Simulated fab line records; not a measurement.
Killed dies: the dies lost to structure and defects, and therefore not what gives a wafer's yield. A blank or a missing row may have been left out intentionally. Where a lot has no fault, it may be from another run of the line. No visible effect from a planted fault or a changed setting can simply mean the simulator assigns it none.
Which of the tools did it?    flow gf180mcu    39 wafers from 13 lots sampled at 2 of the route's 602 steps

== WHAT EACH GAUGE READ, for each wafer ==
GF_M1_RS_MEAS_05: a four-point-probe measurement.
lot   measured      on             M1_ALCU_RS (ohm/sq)
L205  day 16 02:44  film_metro-02  0.0689 0.0684 0.0691
L207  day 16 20:53  film_metro-02  0.0691 0.0697 0.0693
L208  day 17 07:22  film_metro-02  0.0698 0.0699 0.0699
L209  day 17 15:23  film_metro-01  0.0695 0.0689 0.0694
L210  day 18 03:01  film_metro-04  0.0692 0.0698 0.0699
L212  day 18 23:44  film_metro-04  0.0706 0.0702 0.0703
L213  day 19 06:51  film_metro-01  0.0694 0.0692 0.0692
L214  day 19 15:13  film_metro-02  0.0695 0.0693 0.0692
L215  day 20 01:50  film_metro-02  0.0697 0.0702 0.0695
L216  day 20 05:37  film_metro-04  0.0687 0.0684 0.0684
L217  day 21 00:29  film_metro-02  0.0703 0.0695 0.0700
L222  day 22 09:38  film_metro-02  0.0700 0.0690
L223  day 22 17:47  film_metro-01  0.0697 0.0703

== EACH LOT AND THE TOOL THAT RAN IT (in order: tool; ch and the chambers of the sampled wafers; start) ==
lot   GF_CONTACT_CMP_27
L205  cmp-02 ch 0,1,2, day 16 02:13
L207  cmp-02 ch 0,2, day 16 20:21
L208  cmp-01 ch 0,1,3, day 17 06:54
L209  cmp-01 ch 0,1,2, day 17 14:58
L210  cmp-01 ch 1,2, day 18 02:29
L212  cmp-02 ch 1,2,3, day 18 23:20
L213  cmp-01 ch 1,3, day 19 06:23
L214  cmp-02 ch 0,1,2, day 19 14:41
L215  cmp-01 ch 0,2,3, day 20 01:19
L216  cmp-01 ch 1,2,3, day 20 05:06
L217  cmp-01 ch 0,1, day 20 23:58
L222  cmp-01 ch 0,3, day 22 09:07
L223  cmp-01 ch 0,3, day 22 17:19
- GF_CONTACT_CMP_27: polishes, stops on SiO2, t overpolish 15 s, target thk 0 nm.

== WHAT THE TOOLS THEMSELVES READ (means of the sampled wafers that have a number; where no wafer has one, the mark that the record gives instead) ==
GF_CONTACT_CMP_27.
lot   tool    motor_current_A (A)  overpolish_run_s (s)  retaining_ring_pressure_frac  time_to_endpoint_s (s)
L205  cmp-02  10.5                 15.013                1.001                         71.3
L207  cmp-02  11.9                 14.997                1.005                         66.6
L208  cmp-01  10.4                 15.005                0.997                         73.4
L209  cmp-01  11.0                 15.004                0.999                         68.8
L210  cmp-01  10.5                 15.002                0.997                         70.7
L212  cmp-02  10.8                 14.991                0.995                         73.3
L213  cmp-01  9.9                  14.998                1.007                         74.3
L214  cmp-02  11.0                 15.003                1.005                         71.3
L215  cmp-01  10.0                 14.993                1.004                         67.6
L216  cmp-01  10.9                 15.003                1.001                         69.6
L217  cmp-01  11.4                 15.002                0.999                         66.9
L222  cmp-01  10.4                 10.010                1.004                         86.6
L223  cmp-01  10.5                 10.017                0.997                         86.4

== THE ANSWER, worked out from the rows above alone ==
Rule: the usual values come from the lots themselves. The widest of any qualifying gaps counts: lots, ordered by their means at a reading, are off when they make up no more than a third of the lots, leave a main group of 4 or more, and stand apart from it by 3 or more times the standard deviation of that group's means. Not used: any main group whose means are identical at the precision the tables above print for the reading. Also off: a lot with no number at a reading for which 4 or more lots have one. Where the step has rows for the other lots, those lots are counted as sound. First the gauges in route order, then the tools' own readings, where a lot's mean is used as printed above. At the first step where some lot is off, the reading lying furthest off is the one used; lots without a number count as furthest.
Off, at GF_CONTACT_CMP_27 on overpolish_run_s: L222, L223. Main group: mean 15.001 s, sd 0.0058.
A tool fits if, at that step or a process step before it, it ran every lot that is off, and no sound lot after the first of them. One fits: GF_CONTACT_CMP_27 on cmp-01. Its last sound lot is L217 (day 20 23:58), its first lot that is off L222 (day 22 09:07): a fault that began between those two fits.
The tool's own readings at GF_CONTACT_CMP_27 bear it out: on the lots that are off they differ by more than 5 times the standard deviation of the sound lots' means. overpolish_run_s reads 10.014 s there against 15.001 s on the sound lots; time_to_endpoint_s reads 86.5 s there against 70.3 s on the sound lots.

== WHAT WAS PUT IN BY THE SIMULATOR ==
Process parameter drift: cmp-01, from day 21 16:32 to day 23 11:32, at GF_CONTACT_CMP_27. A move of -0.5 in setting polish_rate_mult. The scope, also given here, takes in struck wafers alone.
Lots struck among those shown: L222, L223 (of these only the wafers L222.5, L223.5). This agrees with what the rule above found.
